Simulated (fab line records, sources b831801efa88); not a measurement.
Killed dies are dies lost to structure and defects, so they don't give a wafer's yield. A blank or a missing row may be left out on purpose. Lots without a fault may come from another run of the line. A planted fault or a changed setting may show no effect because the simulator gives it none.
Chamber matching | flow gf180mcu | GF_POLY_GATE_ETCH_13 on rie_si-02: 3 sister chambers
The step etches poly-Si in HBr/Cl2, stops on SiO2, target depth 198.5 nm, time 69.6 s. 3 wafers are shown with their chamber, then 7 later ones without.

WAFERS WITH THEIR CHAMBER
wafer  | chamber | drypump_motor_current_A (A)
L773.2 | 3       | 6.1
L775.2 | 1       | 5.9
L775.4 | 2       | 5.0

WAFERS WITHOUT THEIR CHAMBER
wafer  | drypump_motor_current_A (A)
L775.6 | 5.0
L778.2 | 5.0
L778.3 | 6.1
L778.4 | 5.9
L779.2 | 5.0
L779.4 | 6.0
L779.5 | 6.0

WHICH CHAMBER EACH WENT THROUGH
wafer  | from the rows above     | in truth
L775.6 | 2                       | 2
L778.2 | 2                       | 2
L778.3 | 3                       | 3
L778.4 | 1                       | 1
L779.2 | 2                       | 2
L779.4 | can't be placed: 1 or 3 | 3
L779.5 | can't be placed: 1 or 3 | 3
Placed correctly: 5 of 7. Can't be placed from these rows: 2 (the true chamber is among the candidates in 2). Placed wrongly: 0.
How it was worked out, from the rows above alone: a wafer's distance from a chamber is the root of the sum, over the readings, of the square of ((its reading less the chamber's mean) divided by the reading's scatter). The wafer belongs to the nearest chamber; if the next one is less than 2 further off, it can't be placed. A chamber's mean is the mean of its shown wafers. The scatter: with one shown wafer a chamber, the root of the mean of the squares of how far each hidden wafer lies from its nearest shown one.
